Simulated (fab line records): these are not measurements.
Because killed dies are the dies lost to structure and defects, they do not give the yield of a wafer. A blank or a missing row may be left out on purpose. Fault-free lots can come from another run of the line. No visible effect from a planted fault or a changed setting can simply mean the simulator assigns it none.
Which tool is to blame? + flow gf180mcu + at 1 step of a route of 602, 14 lots with 42 wafers sampled

## WHAT THE GAUGES SHOWED, per wafer
GF_V3_OVL_MEAS_15.
| lot  | measured     | on         | V3_OVL (nm) |
|------|--------------|------------|-------------|
| L318 | day 21 23:37 | overlay-01 | -2 -2 -5    |
| L319 | day 22 05:58 | overlay-01 | 0 -7 -6     |
| L322 | day 23 18:55 | overlay-01 | -6 0 -2     |
| L324 | day 24 10:31 | overlay-01 | -2 -7 -6    |
| L327 | day 26 05:31 | overlay-02 | -5 -5 -6    |
| L329 | day 26 06:17 | overlay-01 | -8 -4 -7    |
| L330 | day 27 01:46 | overlay-02 | -1 -2 -2    |
| L331 | day 27 02:13 | overlay-01 | -8 -5 -4    |
| L332 | day 27 10:56 | overlay-01 | 7 2 0       |
| L333 | day 27 14:13 | overlay-02 | -2 3 -3     |
| L335 | day 28 06:34 | overlay-01 | -3 6 1      |
| L337 | day 28 15:14 | overlay-01 | -2 -1 -1    |
| L339 | day 29 09:55 | overlay-01 | -5 -2 -8    |
| L340 | day 29 13:16 | overlay-01 | 3 -1 6      |

## EACH LOT AND THE TOOL THAT RAN IT (in order: tool; ch and the chambers of the sampled wafers; start)
The record shows no process step preceding these readings.

## WHAT THE TOOLS THEMSELVES READ (means of the sampled wafers that have a number; where no wafer has one, the mark that the record gives instead)
The record holds no such reading with a usual standard deviation.

## THE ANSWER, worked out from the rows above alone
Rule: what is usual is taken from the lots themselves. The widest of any qualifying gaps counts: lots, ordered by their means at a reading, are off when they make up no more than a third of the lots, leave a main group of 4 or more, and stand apart from it by 3 or more times the standard deviation of that group's means. A main group whose means are all the same, to the digits that the tables above print for the reading, isn't used. A lot without any number at a reading at which 4 lots or more have one is off too. Any other lot the step has rows for is counted as sound. First the gauges in route order, then the tools' own readings, where a lot's mean is used as printed above. At the first step where some lot is off, the reading lying furthest off is the one used; lots without a number count as furthest.
No lot is off on any of the readings shown, so nothing can be concluded from this.

## WHAT THE SIMULATOR HAD INSERTED
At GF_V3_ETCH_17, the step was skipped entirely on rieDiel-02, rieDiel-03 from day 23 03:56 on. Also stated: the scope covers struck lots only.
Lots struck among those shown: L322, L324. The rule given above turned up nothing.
